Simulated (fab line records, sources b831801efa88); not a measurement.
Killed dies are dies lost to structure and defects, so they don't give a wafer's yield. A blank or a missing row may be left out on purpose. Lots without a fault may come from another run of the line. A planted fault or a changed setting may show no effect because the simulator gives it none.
fab line records | flow gf180mcu
record lots=15 wafers=45 last_day=34
route steps=602 shown V3@433 M4@459
lots that met no fault: from a run of the same line without faults
start_h: hours from the record's first day to the start of the lot's first wafer shown | wait_h: hours since the lot's step before | " the same as in the row above | L1.1+2: a row that stands for several wafers | - no value, or no start given | * or withheld: withheld | < > ~ a bound
route shown NAME@n: a module of which the file shows steps, and the number in the route of the first | usual: mean/standard deviation of fault-free wafers | same: alike in all rows | chamber/n: place in a boat | sites: the reading at each site | _std_site: their standard deviation | _edge_site: outer sites' mean less inner sites' | radius_mm: how far each site lies from the wafer's centre | mask NAME#n: copy n | behind: the tool/chamber that last shaped the wafer | hold: why the lot was held/for how many hours/how that ended | device: the transistor (n, p or np) that didn't switch | end of line: the same wafers' tests at the end of the route | a step without rows: its recipe alone | killed: dies lost to structure and defects at the first sort, not the wafer's yield | map: a wafer's dies, x killed, . not, _ none there
set.NAME: the setting as run; set.NAME@STEP: as run at that earlier step | model.NAME: the simulator's own value behind a step, which no gauge read
steps of the route over a sample of lots; a table a step, a row a wafer
services: from which hour (start_h, from the record's first day; less than 0 if before it) a tool's chamber was out of use, for how many hours, and why
## steps
# step GF_V3_CMP_04
# recipe material=SiO2 down_force_psi=4 platen_rpm=60 pad_velocity_m_s=0.94248
# usual edge_zone_pressure_frac=1.001/0.0049 motor_current_A=11.8/0.84 time_to_endpoint_s=79/5.5
# columns lot.wafer tool chamber start_h wait_h edge_zone_pressure_frac motor_current_A time_to_endpoint_s
L711.2 cmp-01 0 481.60 0.1 1.004 13.2 78
L711.4 " 1 " " 0.997 12.4 82
L711.6 " 2 " " 1.013 12.3 83
L712.1 cmp-01 1 491.94 0.1 0.994 12.1 84
L712.3 " 0 " " 0.992 13.3 76
L712.6 " 1 " " 1.004 13.6 92
L714.1 cmp-01 3 522.81 0.1 1.005 10.0 82
L714.2 " 0 " " 1.007 13.2 73
L714.4 " 1 " " 1.003 13.3 87
L715.2 cmp-02 2 528.26 0.2 1.001 11.4 72
L715.5 " 3 " " 1.000 11.4 83
L715.6 " 0 " " 1.002 12.1 83
L716.3 cmp-01 0 539.92 0.0 0.998 13.5 79
L716.4 " 1 " " 1.000 12.8 84
L716.5 " 0 " " 0.994 12.0 81
L718.1 cmp-02 3 561.65 0.1 0.995 11.9 74
L718.2 " 0 " " 0.995 11.4 76
L718.5 " 2 " " 0.998 11.7 79
L719.3 cmp-02 2 562.91 0.0 0.999 11.8 74
L719.4 " 0 " " 0.996 11.9 87
L719.2 " 1 " " 0.995 11.7 76
L721.4 cmp-02 3 574.08 0.3 1.007 11.6 75
L721.1 " 2 " " 1.005 11.0 71
L721.5 " 0 " " 0.995 11.1 81
L724.4 cmp-02 2 601.07 0.1 0.995 11.2 83
L724.3 " 0 " " 0.989 11.4 80
L724.5 " 2 " " 1.006 11.0 83
L725.1 cmp-02 0 605.02 0.1 1.003 11.1 79
L725.3 " 1 " " 0.996 11.5 79
L725.6 " 3 " " 1.003 12.7 79
L726.3 cmp-01 1 616.21 0.0 0.999 12.5 75
L726.1 " 0 " " 1.007 13.6 67
L726.5 " 1 " " 0.999 12.9 76
L731.4 cmp-01 3 652.90 0.0 1.001 10.1 79
L731.1 " 1 " " 1.002 12.5 78
L731.6 " 3 " " 1.005 10.9 81
L732.1 cmp-02 3 659.26 0.1 1.006 12.2 82
L732.4 " 2 " " 1.002 12.1 89
L732.6 " 3 " " 1.006 12.2 83
L733.1 cmp-01 1 663.66 0.1 1.002 12.8 80
L733.4 " 2 " " 0.990 12.2 80
L733.5 " 3 " " 1.006 9.7 83
L734.2 cmp-02 1 666.11 0.0 0.999 11.2 91
L734.3 " 2 " " 0.999 11.8 86
L734.4 " 3 " " 1.000 12.0 91
# step GF_M4_SPUTTER_03
# recipe material=Ti target_thk_nm=10 substrate_temp_c=300 chamber_pressure_pa=0.3 power_w=3000 time_s=6.7
# usual cathode_dc_power_W=3000.1/0.53 chamber_pressure_pa=0.3001/0.00058 throttle_valve_pct=29.2/1 time_s=6.7/0
# columns lot.wafer tool chamber start_h wait_h cathode_dc_power_W chamber_pressure_pa throttle_valve_pct time_s
L711.2 pvd_sputter-01 - 507.22 0.0 3000.4 0.2999 29.4 6.7
L711.4 " - " " 2999.5 0.3001 30.2 6.7
L711.6 " - " " 3000.0 0.2996 29.0 6.7
L712.1 pvd_sputter-01 - 517.68 0.0 3000.0 0.2996 29.2 6.7
L712.3 " - " " 2999.9 0.3000 28.8 6.7
L712.6 " - " " 2999.5 0.3002 30.4 6.7
L714.1 pvd_sputter-02 - 547.88 0.0 3000.3 0.2989 28.5 6.7
L714.2 " - " " 3000.4 0.2999 29.1 6.7
L714.4 " - " " 3001.0 0.2999 29.8 6.7
L715.2 pvd_sputter-02 - 553.29 0.0 3000.3 0.3005 28.6 6.7
L715.5 " - " " 3001.8 0.3003 30.6 6.7
L715.6 " - " " 3000.0 0.3002 29.0 6.7
L716.3 pvd_sputter-02 - 563.32 0.0 3000.2 0.3010 29.8 6.7
L716.4 " - " " 3000.0 0.3003 29.1 6.7
L716.5 " - " " 3000.2 0.3001 29.9 6.7
L718.1 pvd_sputter-01 - 584.40 0.0 3000.5 0.3003 28.7 6.7
L718.2 " - " " 3000.7 0.2992 30.3 6.7
L718.5 " - " " 3000.3 0.3002 28.9 6.7
L719.2 pvd_sputter-02 - 586.61 0.0 2999.5 0.2998 29.9 6.7
L719.3 " - " " 2999.8 0.2993 28.7 6.7
L719.4 " - " " 3000.2 0.3005 30.5 6.7
L721.1 pvd_sputter-03 - 597.29 0.0 3000.1 0.3002 28.8 6.7
L721.4 " - " " 2999.9 0.2989 29.0 6.7
L721.5 " - " " 3000.3 0.3007 29.6 6.7
L724.3 pvd_sputter-02 - 624.63 0.0 - - - -
L724.4 " - " " - - - -
L724.5 " - " " - - - -
L725.1 pvd_sputter-03 - 626.23 0.0 - - - -
L725.3 " - " " - - - -
L725.6 " - " " - - - -
L726.1 pvd_sputter-03 - 637.96 0.0 - - - -
L726.3 " - " " - - - -
L726.5 " - " " - - - -
L731.1 pvd_sputter-01 - 673.95 0.0 2999.6 0.3002 27.6 6.7
L731.4 " - " " 3000.5 0.2996 27.3 6.7
L731.6 " - " " 2999.9 0.3002 30.3 6.7
L732.1 pvd_sputter-01 - 680.00 0.0 2999.8 0.2994 27.4 6.7
L732.4 " - " " 2999.0 0.2999 27.3 6.7
L732.6 " - " " 2999.5 0.3006 29.2 6.7
L733.1 pvd_sputter-01 - 683.94 0.0 3000.7 0.3004 27.4 6.7
L733.4 " - " " 3000.3 0.3003 27.4 6.7
L733.5 " - " " 3001.0 0.3005 30.1 6.7
L734.2 pvd_sputter-01 - 686.72 0.0 3000.0 0.2999 27.4 6.7
L734.3 " - " " 3000.7 0.2999 30.2 6.7
L734.4 " - " " 3001.1 0.2997 29.4 6.7
# step GF_M4_CD_MEAS_14
# recipe target_cd_nm=280
# usual cd_nm=279.9/1.1
# columns lot.wafer tool chamber start_h wait_h cd_nm
L711.2 cd_sem-02 - 530.75 0.1 278.5
L711.4 " - " " 278.7
L711.6 " - " " 279.6
L712.1 cd_sem-01 - 540.59 0.1 281.8
L712.3 " - " " 281.2
L712.6 " - " " 282.3
L714.1 cd_sem-01 - 569.21 0.1 280.5
L714.2 " - " " 280.7
L714.4 " - " " 279.4
L715.2 cd_sem-01 - 576.11 0.1 279.5
L715.5 " - " " 280.3
L715.6 " - " " 279.7
L716.3 cd_sem-02 - 584.83 0.1 280.4
L716.4 " - " " 280.6
L716.5 " - " " 280.3
L718.1 cd_sem-01 - 605.26 0.1 279.4
L718.2 " - " " 277.8
L718.5 " - " " 277.8
L719.2 cd_sem-01 - 607.48 0.1 279.9
L719.3 " - " " 280.8
L719.4 " - " " 279.5
L721.1 cd_sem-01 - 618.11 0.1 279.9
L721.4 " - " " 280.2
L721.5 " - " " 279.4
L724.3 cd_sem-02 - 645.00 0.1 279.3
L724.4 " - " " 280.0
L724.5 " - " " 279.3
L725.1 cd_sem-02 - 646.56 0.3 280.2
L725.3 " - " " 280.8
L725.6 " - " " 281.1
L726.1 cd_sem-02 - 657.32 0.1 280.0
L726.3 " - " " 281.5
L726.5 " - " " 280.5
L731.1 cd_sem-02 - 692.62 0.1 280.1
L731.4 " - " " 278.9
L731.6 " - " " 279.9
L732.1 cd_sem-01 - 698.27 0.1 283.3
L732.4 " - " " 281.7
L732.6 " - " " 281.7
L733.1 cd_sem-01 - 702.22 0.1 278.5
L733.4 " - " " 279.7
L733.5 " - " " 280.0
L734.2 cd_sem-02 - 705.69 0.1 279.6
L734.3 " - " " 278.9
L734.4 " - " " 280.5
# step GF_M4_OVL_MEAS_15
# usual M4_OVL=0/5.1
# columns lot.wafer tool chamber start_h wait_h M4_OVL[nm]
L711.2 overlay-01 - 530.85 0.1 -4
L711.4 " - " " 1
L711.6 " - " " -5
L712.1 overlay-01 - 540.71 0.1 -10
L712.3 " - " " 1
L712.6 " - " " -3
L714.1 overlay-01 - 569.33 0.1 5
L714.2 " - " " 0
L714.4 " - " " -1
L715.2 overlay-01 - 576.22 0.1 -6
L715.5 " - " " -6
L715.6 " - " " -6
L716.3 overlay-01 - 584.92 0.1 3
L716.4 " - " " 7
L716.5 " - " " -3
L718.1 overlay-01 - 605.38 0.1 -2
L718.2 " - " " -4
L718.5 " - " " -6
L719.2 overlay-01 - 607.59 0.1 8
L719.3 " - " " 2
L719.4 " - " " -2
L721.1 overlay-01 - 618.23 0.1 3
L721.4 " - " " 4
L721.5 " - " " 0
L724.3 overlay-01 - 645.09 0.1 -2
L724.4 " - " " -7
L724.5 " - " " 3
L725.1 overlay-01 - 646.68 0.1 2
L725.3 " - " " 3
L725.6 " - " " 5
L726.1 overlay-02 - 657.44 0.1 8
L726.3 " - " " 4
L726.5 " - " " 1
L731.1 overlay-02 - 692.74 0.1 -2
L731.4 " - " " 1
L731.6 " - " " -1
L732.1 overlay-01 - 698.39 0.1 1
L732.4 " - " " 1
L732.6 " - " " 7
L733.1 overlay-01 - 702.34 0.1 -6
L733.4 " - " " -9
L733.5 " - " " -5
L734.2 overlay-02 - 705.80 0.1 1
L734.3 " - " " 0
L734.4 " - " " -4
## services
# columns tool chamber start_h hours kind
pvd_sputter-03 - 467.61 10.1 repair
pvd_sputter-01 - 497.76 3.2 repair
cmp-02 - 501.17 1.5 repair
pvd_sputter-02 - 508.32 3.8 repair
pvd_sputter-01 - 514.59 2.9 repair
pvd_sputter-03 - 535.00 60.1 repair
pvd_sputter-01 - 539.82 2.8 repair
pvd_sputter-03 - 566.19 1.2 repair
cmp-02 - 568.09 4.8 pm
cmp-01 - 572.08 4.0 pm
cmp-01 - 575.08 2.5 repair
cmp-01 - 576.08 - consumable_replace:conditioner
cmp-01 - 576.08 - consumable_replace:pad
pvd_sputter-02 - 580.18 5.9 repair
pvd_sputter-03 - 597.70 2.3 repair
cmp-01 - 635.22 3.5 repair
cmp-01 - 653.23 6.7 repair
## key
first_sign step=GF_M4_SPUTTER_03 reading=tool_record direction=missing
effect none on later readings
met_at GF_M4_SPUTTER_03
struck_lots L724,L725,L726
later_rows_left_out L724.3,L724.4,L724.5,L725.1,L725.3,L725.6,L726.1,L726.3,L726.5
sort_left_out L724.3,L724.4,L724.5,L725.1,L725.3,L725.6,L726.1,L726.3,L726.5
not_acting_at GF_V3_CMP_04,GF_M4_CD_MEAS_14,GF_M4_OVL_MEAS_15
onset_between 597.29 624.63
fault kind=skipped_step_whole tool=pvd_sputter-02,pvd_sputter-03 chamber=- onset_h=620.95 steps=GF_M4_SPUTTER_03 scope=struck_lots_only
# sort_left_out: the simulated sort isn't trusted on such a fault, so these wafers' sort isn't shown, and their yield isn't known
# later_rows_left_out: the simulator's readings of these wafers behind a module that went badly wrong aren't trusted and aren't shown, but for the sort
